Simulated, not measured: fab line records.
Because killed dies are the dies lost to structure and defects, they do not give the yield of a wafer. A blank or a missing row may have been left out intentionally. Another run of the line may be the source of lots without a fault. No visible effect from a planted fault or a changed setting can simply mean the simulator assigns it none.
fab line records -- flow sky130
record lots=15, wafers=43, last-day=50
route steps=708 shown SONOS_ONO@173 RES_PROTECT@214 POLY_GATE@235 LDD_P@261
lots that met no fault: taken from a fault-free run of the same line
start-h: hours from the record's first day to the start of the lot's first wafer shown -- wait-h: hours since the lot's step before -- " same as the row above -- L1.1+2: a row that stands for several wafers -- - no value, or no start was given -- * or withheld: withheld -- < > ~ a bound
route shown NAME@n: names a module that has steps shown in the file, with the first one's number in the route -- usual: mean/standard deviation taken from wafers without a fault -- same: alike in all rows -- chamber/n: place in a boat -- sites: the reading at each site -- _std_site: standard deviation of those values -- _edge_site: the outer-site mean with the inner-site mean subtracted -- radius-mm: how far each site lies from the wafer's centre -- mask NAME#n: copy n -- behind: the last tool/chamber to shape the wafer -- hold: what put the lot on hold/how long, in hours/how the hold closed -- device: transistor that didn't switch, given as n, p or np -- end of line: the same wafers' tests at the end of the route -- for a step that has no rows: nothing shown but its recipe -- killed: dies lost to structure and defects at the first sort, not the wafer's yield -- map: shows each die of a wafer: x if killed, . if not, _ if none is there
set.NAME: the setting as run; set.NAME@STEP: as run at that earlier step -- model.NAME: the simulator's own value behind a step, which no gauge read
one table for each step of the route and one row for each wafer, over a sample of lots
services: from which hour (start-h, from the record's first day; less than 0 if before it) a tool's chamber was out of use, for how many hours, and why
## steps
# step SKY_SONOS_ONO_THK_MEAS_05
# recipe reads=SiO2_of_SONOS_ONO_CVD_04
# usual SONOS_ONO_CVD_04_THK=5.79/0.12
lot.wafer,tool,chamber,start-h,wait-h,SONOS_ONO_CVD_04_THK[nm]
L864.2,film-metro-04,-,247.81,0.0,5.75
L864.3,film-metro-04,-,247.81,0.0,5.66
L864.5,film-metro-04,-,247.81,0.0,5.63
L865.1,film-metro-04,-,259.19,0.0,5.83
L865.4,film-metro-04,-,259.19,0.0,5.73
L865.6,film-metro-04,-,259.19,0.0,5.72
L866.1,film-metro-03,-,265.10,0.0,5.64
L866.2,film-metro-03,-,265.10,0.0,5.80
L866.3,film-metro-03,-,265.10,0.0,5.77
L867.3,film-metro-04,-,282.37,0.0,5.88
L867.5,film-metro-04,-,282.37,0.0,5.65
L867.6,film-metro-04,-,282.37,0.0,5.83
L868.2,film-metro-01,-,286.65,0.0,5.82
L868.3,film-metro-01,-,286.65,0.0,5.67
L868.5,film-metro-01,-,286.65,0.0,5.73
L870.2,film-metro-01,-,303.89,0.0,5.80
L870.3,film-metro-01,-,303.89,0.0,5.81
L870.4,film-metro-01,-,303.89,0.0,5.82
L871.3,film-metro-01,-,310.27,0.0,5.85
L871.4,film-metro-01,-,310.27,0.0,5.90
L871.5,film-metro-01,-,310.27,0.0,5.84
L876.4,film-metro-04,-,356.75,0.0,5.92
L876.5,film-metro-04,-,356.75,0.0,5.79
L876.6,film-metro-04,-,356.75,0.0,5.66
L877.1,film-metro-04,-,357.97,0.0,5.75
L877.4,film-metro-04,-,357.97,0.0,5.77
L878.3,film-metro-04,-,363.62,0.0,5.96
L878.4,film-metro-04,-,363.62,0.0,5.98
L882.1,film-metro-01,-,392.93,0.0,5.63
L882.2,film-metro-01,-,392.93,0.0,5.62
L882.3,film-metro-01,-,392.93,0.0,5.60
L883.2,film-metro-03,-,412.84,0.0,6.07
L883.4,film-metro-03,-,412.84,0.0,5.97
L883.5,film-metro-03,-,412.84,0.0,5.94
L885.1,film-metro-04,-,427.30,0.0,5.69
L885.3,film-metro-04,-,427.30,0.0,5.70
L885.4,film-metro-04,-,427.30,0.0,5.63
L886.2,film-metro-04,-,436.55,0.0,5.70
L886.3,film-metro-04,-,436.55,0.0,5.67
L886.4,film-metro-04,-,436.55,0.0,5.60
L887.2,film-metro-03,-,436.55,0.0,5.77
L887.5,film-metro-03,-,436.55,0.0,5.65
L887.6,film-metro-03,-,436.55,0.0,5.75
# step SKY_RES_PROTECT_STRIP_07
# recipe chemistry=O2/N2, power-w=1400, pressure-mtorr=1500, platen-temp-c=withheld, o2-flow-sccm=3000, n2-flow-sccm=300, overash-fraction=0.5
# usual drypump-motor-current-A=5.7/0.48, oes-product-au=0.518/0.0047, strip-time-to-endpoint-s=23.30/0.044
lot.wafer,tool,chamber,start-h,wait-h,drypump-motor-current-A,oes-product-au,rf-hours-counter-h,strip-time-to-endpoint-s
L864.2,plasma-asher-03,0,328.41,0.1,4.8,0.519,67,23.31
L864.3,plasma-asher-03,0,328.41,0.1,4.8,0.516,-,23.26
L864.5,plasma-asher-03,1,328.41,0.1,5.8,0.519,-,23.28
L865.1,plasma-asher-02,0,347.45,0.1,6.0,0.526,65,23.30
L865.4,plasma-asher-02,0,347.45,0.1,6.0,0.524,-,23.33
L865.6,plasma-asher-02,1,347.45,0.1,5.8,0.515,-,23.32
L866.1,plasma-asher-04,1,347.75,0.1,6.2,0.511,23,23.35
L866.2,plasma-asher-04,0,347.75,0.1,4.8,0.512,23,23.37
L866.3,plasma-asher-04,1,347.75,0.1,6.2,0.517,-,23.36
L867.3,plasma-asher-03,1,375.74,0.1,5.8,0.516,-,23.39
L867.5,plasma-asher-03,1,375.74,0.1,5.9,0.520,-,23.40
L867.6,plasma-asher-03,0,375.74,0.1,4.8,0.516,-,23.44
L868.2,plasma-asher-04,0,383.41,0.1,4.8,0.526,27,23.35
L868.3,plasma-asher-04,1,383.41,0.1,6.2,0.522,-,23.29
L868.5,plasma-asher-04,1,383.41,0.1,6.2,0.528,-,23.28
L870.2,plasma-asher-02,0,397.86,0.1,6.0,0.514,70,23.26
L870.3,plasma-asher-02,0,397.86,0.1,6.0,0.521,-,23.29
L870.4,plasma-asher-02,1,397.86,0.1,5.8,0.510,-,23.25
L871.3,plasma-asher-02,1,398.16,0.1,5.8,0.528,-,23.35
L871.4,plasma-asher-02,0,398.16,0.1,6.0,0.517,-,23.36
L871.5,plasma-asher-02,1,398.16,0.1,5.8,0.517,-,23.34
L876.4,plasma-asher-02,0,450.44,0.1,6.0,0.523,-,23.26
L876.5,plasma-asher-02,0,450.44,0.1,6.0,0.512,-,23.26
L876.6,plasma-asher-02,1,450.44,0.1,5.8,0.507,-,23.30
L877.1,plasma-asher-02,0,452.01,0.1,6.0,0.521,77,23.28
L877.4,plasma-asher-02,0,452.01,0.1,6.0,0.514,-,23.36
L878.3,plasma-asher-03,0,463.21,0.1,4.8,0.517,-,23.35
L878.4,plasma-asher-03,1,463.21,0.1,5.8,0.517,-,23.32
L882.1,plasma-asher-03,1,493.06,0.1,5.8,0.519,5,23.26
L882.2,plasma-asher-03,0,493.06,0.1,4.8,0.521,5,23.32
L882.3,plasma-asher-03,1,493.06,0.1,5.8,0.515,-,23.31
L883.2,plasma-asher-02,1,510.43,0.1,5.8,0.513,82,23.30
L883.4,plasma-asher-02,0,510.43,0.1,6.0,0.514,-,23.32
L883.5,plasma-asher-02,0,510.43,0.1,6.0,0.512,-,23.37
L885.1,plasma-asher-02,0,525.16,0.1,6.0,0.514,84,23.27
L885.3,plasma-asher-02,1,525.16,0.1,5.8,0.515,-,23.28
L885.4,plasma-asher-02,0,525.16,0.1,6.0,0.517,-,23.21
L886.2,plasma-asher-02,0,533.55,0.1,6.0,0.513,84,23.28
L886.3,plasma-asher-02,1,533.55,0.1,5.8,0.512,-,23.27
L886.4,plasma-asher-02,0,533.55,0.1,6.0,0.523,-,23.25
L887.2,plasma-asher-02,1,535.65,0.1,5.8,0.512,85,23.28
L887.5,plasma-asher-02,0,535.65,0.1,6.0,0.521,-,23.27
L887.6,plasma-asher-02,1,535.65,0.1,5.8,0.514,-,23.26
# step SKY_POLY_GATE_THK_MEAS_21
# recipe reads=SiO2_of_POLY_GATE_OXIDATION_20
# usual POLY_GATE_OXIDATION_THK=3.98/0.083
lot.wafer,tool,chamber,start-h,wait-h,POLY_GATE_OXIDATION_THK[nm]
L864.2,film-metro-03,-,360.61,0.0,4.23
L864.3,film-metro-03,-,360.61,0.0,4.07
L864.5,film-metro-03,-,360.61,0.0,4.14
L865.1,film-metro-03,-,378.84,0.0,4.00
L865.4,film-metro-03,-,378.84,0.0,4.04
L865.6,film-metro-03,-,378.84,0.0,3.95
L866.1,film-metro-02,-,380.27,0.0,4.08
L866.2,film-metro-02,-,380.27,0.0,4.04
L866.3,film-metro-02,-,380.27,0.0,4.06
L867.3,film-metro-03,-,409.27,0.0,3.87
L867.5,film-metro-03,-,409.27,0.0,3.95
L867.6,film-metro-03,-,409.27,0.0,3.86
L868.2,film-metro-02,-,417.30,0.0,4.11
L868.3,film-metro-02,-,417.30,0.0,4.06
L868.5,film-metro-02,-,417.30,0.0,4.03
L870.2,film-metro-02,-,436.21,0.0,3.97
L870.3,film-metro-02,-,436.21,0.0,3.93
L870.4,film-metro-02,-,436.21,0.0,3.96
L871.3,film-metro-03,-,436.22,0.0,3.96
L871.4,film-metro-03,-,436.22,0.0,3.94
L871.5,film-metro-03,-,436.22,0.0,3.94
L876.4,film-metro-02,-,484.87,0.0,4.07
L876.5,film-metro-02,-,484.87,0.0,4.03
L876.6,film-metro-02,-,484.87,0.0,4.04
L877.1,film-metro-01,-,488.08,0.0,3.92
L877.4,film-metro-01,-,488.08,0.0,4.00
L878.3,film-metro-02,-,497.68,0.0,3.84
L878.4,film-metro-02,-,497.68,0.0,3.87
L882.1,film-metro-03,-,526.94,0.0,3.90
L882.2,film-metro-03,-,526.94,0.0,3.97
L882.3,film-metro-03,-,526.94,0.0,3.88
L883.2,film-metro-02,-,544.40,0.0,3.87
L883.4,film-metro-02,-,544.40,0.0,3.85
L883.5,film-metro-02,-,544.40,0.0,3.86
L885.1,film-metro-01,-,559.34,0.0,4.00
L885.3,film-metro-01,-,559.34,0.0,4.06
L885.4,film-metro-01,-,559.34,0.0,4.05
L886.2,film-metro-02,-,566.58,0.0,3.81
L886.3,film-metro-02,-,566.58,0.0,3.77
L886.4,film-metro-02,-,566.58,0.0,3.89
L887.2,film-metro-02,-,569.13,0.0,4.02
L887.5,film-metro-02,-,569.13,0.0,4.04
L887.6,film-metro-02,-,569.13,0.0,4.07
# step SKY_LDD_P_DEVELOP_06
# recipe resist=NOVOLAK, developer=TMAH, develop-time-s=60, dev-temp-c=23
lot.wafer,tool,chamber,start-h,wait-h
L864.2+3+5,litho-track-04,0,418.30,0.1
L865.1+4+6,litho-track-02,0,439.46,0.1
L866.1+2+3,litho-track-02,0,440.81,0.1
L867.3+5+6,litho-track-03,0,472.48,0.1
L868.2+3+5,litho-track-03,0,478.16,0.1
L870.2+3+4,litho-track-03,0,498.16,0.1
L871.3+4+5,litho-track-04,0,498.38,0.1
L876.4+5+6,litho-track-03,0,547.91,0.1
L877.1+4,litho-track-03,0,549.78,0.1
L878.3+4,litho-track-03,0,558.28,0.1
L882.1+2+3,litho-track-04,0,586.02,0.1
L883.2+4+5,litho-track-04,0,603.65,0.1
L885.1+3+4,litho-track-04,0,617.43,0.1
L886.2+3+4,litho-track-03,0,625.26,0.1
L887.2+5+6,litho-track-02,0,627.53,0.1
# step SKY_LDD_P_CD_MEAS_07
# recipe target-cd-nm=380
# usual cd-nm=381.1/2.5
lot.wafer,tool,chamber,start-h,wait-h,hold,cd-nm
L864.2,cd-sem-01,-,418.45,0.1,-,383.4
L864.3,cd-sem-01,-,418.45,0.1,-,382.7
L864.5,cd-sem-01,-,418.45,0.1,-,380.0
L865.1,cd-sem-02,-,439.61,0.1,-,386.0
L865.4,cd-sem-02,-,439.61,0.1,-,385.3
L865.6,cd-sem-02,-,439.61,0.1,-,382.9
L866.1,cd-sem-02,-,440.96,0.1,-,381.2
L866.2,cd-sem-02,-,440.96,0.1,-,379.3
L866.3,cd-sem-02,-,440.96,0.1,-,382.0
L867.3,cd-sem-01,-,472.62,0.1,-,384.9
L867.5,cd-sem-01,-,472.62,0.1,-,382.2
L867.6,cd-sem-01,-,472.62,0.1,-,384.6
L868.2,cd-sem-01,-,478.30,0.1,-,382.6
L868.3,cd-sem-01,-,478.30,0.1,-,382.0
L868.5,cd-sem-01,-,478.30,0.1,-,381.4
L870.2,cd-sem-02,-,498.30,0.1,-,383.0
L870.3,cd-sem-02,-,498.30,0.1,-,382.3
L870.4,cd-sem-02,-,498.30,0.1,-,381.4
L871.3,cd-sem-01,-,498.52,0.1,-,381.4
L871.4,cd-sem-01,-,498.52,0.1,-,380.8
L871.5,cd-sem-01,-,498.52,0.1,-,381.3
L876.4,cd-sem-01,-,548.04,0.1,await-dispo/0.2h/release,415.4
L876.5,cd-sem-01,-,548.04,0.1,await-dispo/0.2h/release,381.3
L876.6,cd-sem-01,-,548.04,0.1,await-dispo/0.2h/release,381.0
L876.4,cd-sem-01,-,548.33,0.3,-,415.4
L876.5,cd-sem-01,-,548.33,0.3,-,381.3
L876.6,cd-sem-01,-,548.33,0.3,-,380.8
L877.1,cd-sem-02,-,549.93,0.1,await-dispo/0.2h/release,383.0
L877.4,cd-sem-02,-,549.93,0.1,await-dispo/0.2h/release,412.6
L877.1,cd-sem-02,-,550.22,0.3,-,382.7
L877.4,cd-sem-02,-,550.22,0.3,-,412.5
L878.3,cd-sem-01,-,558.42,0.1,await-dispo/0.2h/release,413.8
L878.4,cd-sem-01,-,558.42,0.1,await-dispo/0.2h/release,412.7
L878.3,cd-sem-01,-,558.71,0.3,-,413.8
L878.4,cd-sem-01,-,558.71,0.3,-,413.1
L882.1,cd-sem-02,-,586.17,0.1,-,382.7
L882.2,cd-sem-02,-,586.17,0.1,-,384.7
L882.3,cd-sem-02,-,586.17,0.1,-,381.2
L883.2,cd-sem-02,-,603.80,0.1,-,377.3
L883.4,cd-sem-02,-,603.80,0.1,-,378.8
L883.5,cd-sem-02,-,603.80,0.1,-,377.0
L885.1,cd-sem-01,-,617.58,0.1,-,381.9
L885.3,cd-sem-01,-,617.58,0.1,-,381.2
L885.4,cd-sem-01,-,617.58,0.1,-,381.9
L886.2,cd-sem-01,-,625.40,0.1,-,379.2
L886.3,cd-sem-01,-,625.40,0.1,-,379.3
L886.4,cd-sem-01,-,625.40,0.1,-,380.2
L887.2,cd-sem-01,-,627.68,0.1,-,382.8
L887.5,cd-sem-01,-,627.68,0.1,-,382.5
L887.6,cd-sem-01,-,627.68,0.1,-,381.5
## services
tool,chamber,start-h,hours,kind
plasma-asher-03,-,402.37,28.1,pm
plasma-asher-02,-,416.96,1.8,repair
plasma-asher-03,-,430.47,9.0,pm
plasma-asher-03,0,430.47,9.0,vent-cycle
plasma-asher-03,1,430.47,9.0,vent-cycle
plasma-asher-02,-,431.94,6.0,repair
plasma-asher-03,0,439.47,-,clean
plasma-asher-03,1,439.47,-,clean
plasma-asher-03,-,475.91,0.8,repair
plasma-asher-02,-,586.94,1.7,repair
## key
first-sign step=SKY_LDD_P_CD_MEAS_07, reading=visit, direction=added
effect step=SKY_LDD_P_CD_MEAS_07, reading=cd-nm, direction=up, sigmas=13, usual=381.1, struck=413.6
met-at SKY_LDD_P_DEVELOP_06
struck-lots L876,L877,L878
struck-wafers L876.4,L877.4,L878.3,L878.4
sort-left-out L878.3,L878.4
tester-left-out L876,L877,L878
not-acting-at SKY_SONOS_ONO_THK_MEAS_05,SKY_RES_PROTECT_STRIP_07,SKY_POLY_GATE_THK_MEAS_21
onset-between 498.16 547.91
fault kind=process-parameter-drift, tool=litho-track-03, chamber=-, onset-h=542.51, steps=SKY_LDD_P_DEVELOP_06, channel=develop-time-s, offset=*, shape=step, end-h=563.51, scope=struck-wafers-only, acts-in=*, stated=*
# tester-left-out: of these lots the tester's yield and bins aren't shown, on N5 and GAA mostly nor the transistor test; their killed dies are dies lost to structure and defects alone, not to doping, threshold or leakage, so they don't give the yield
# sort-left-out: the simulated sort isn't trusted on such a fault, so these wafers' sort isn't shown, and their yield isn't known
